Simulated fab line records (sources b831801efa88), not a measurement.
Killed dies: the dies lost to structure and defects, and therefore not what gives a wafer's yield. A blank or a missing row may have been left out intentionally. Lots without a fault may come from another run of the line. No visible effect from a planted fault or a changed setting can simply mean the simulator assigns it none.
Matching of chambers || flow gf180mcu || cmp-02 running GF_V4_CMP_04: 4 sister chambers
The step polishes SiO2. 8 wafers are shown with their chamber, then 8 later ones without.

== WAFERS, EACH WITH ITS CHAMBER ==
{"wafer": "L244.6", "chamber": 3, "motor current A (A)": 14.5, "time to endpoint s (s)": 91}
{"wafer": "L248.6", "chamber": 0, "motor current A (A)": 12.6, "time to endpoint s (s)": 82}
{"wafer": "L256.1", "chamber": 2, "motor current A (A)": 9.8, "time to endpoint s (s)": 83}
{"wafer": "L256.4", "chamber": 0, "motor current A (A)": 12.6, "time to endpoint s (s)": 86}
{"wafer": "L258.3", "chamber": 3, "motor current A (A)": 13.7, "time to endpoint s (s)": 85}
{"wafer": "L258.4", "chamber": 2, "motor current A (A)": 9.4, "time to endpoint s (s)": 80}
{"wafer": "L258.5", "chamber": 1, "motor current A (A)": 12.3, "time to endpoint s (s)": 72}
{"wafer": "L259.2", "chamber": 1, "motor current A (A)": 12.3, "time to endpoint s (s)": 76}

== WAFERS WHOSE CHAMBER IS MISSING ==
{"wafer": "L259.4", "motor current A (A)": 13.9, "time to endpoint s (s)": 92}
{"wafer": "L259.5", "motor current A (A)": 14.6, "time to endpoint s (s)": 94}
{"wafer": "L261.2", "motor current A (A)": 12.9, "time to endpoint s (s)": 80}
{"wafer": "L261.4", "motor current A (A)": 9.8, "time to endpoint s (s)": 86}
{"wafer": "L261.6", "motor current A (A)": 13.1, "time to endpoint s (s)": 89}
{"wafer": "L262.1", "motor current A (A)": 13.7, "time to endpoint s (s)": 92}
{"wafer": "L262.4", "motor current A (A)": 9.3, "time to endpoint s (s)": 89}
{"wafer": "L262.6", "motor current A (A)": 13.4, "time to endpoint s (s)": 92}

== CHAMBER TAKEN BY EACH ==
{"wafer": "L259.4", "from the rows above": 3, "in truth": 3}
{"wafer": "L259.5", "from the rows above": 3, "in truth": 3}
{"wafer": "L261.2", "from the rows above": "can't be placed: 0 or 1", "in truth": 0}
{"wafer": "L261.4", "from the rows above": 2, "in truth": 2}
{"wafer": "L261.6", "from the rows above": "can't be placed: 0 or 3", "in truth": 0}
{"wafer": "L262.1", "from the rows above": 3, "in truth": 3}
{"wafer": "L262.4", "from the rows above": 2, "in truth": 2}
{"wafer": "L262.6", "from the rows above": "can't be placed: 3 or 0", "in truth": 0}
Correct placement for 5 of the 8. Can't be placed from these rows: 3 (the true chamber is among the candidates in 3). Placed wrongly: 0.
How it was worked out, from the rows above alone: a wafer's distance from a chamber is the root of the sum, over the readings, of the square of ((its reading less the chamber's mean) divided by the reading's scatter). If the next closest chamber is less than 2 further off than the closest, the wafer can't be placed; otherwise it belongs to the closest. The mean given for a chamber averages the wafers shown for that chamber. The scatter: take each reading less its chamber's mean, square it, sum over the shown wafers, divide by the number of wafers less the number of chambers, and take the root.
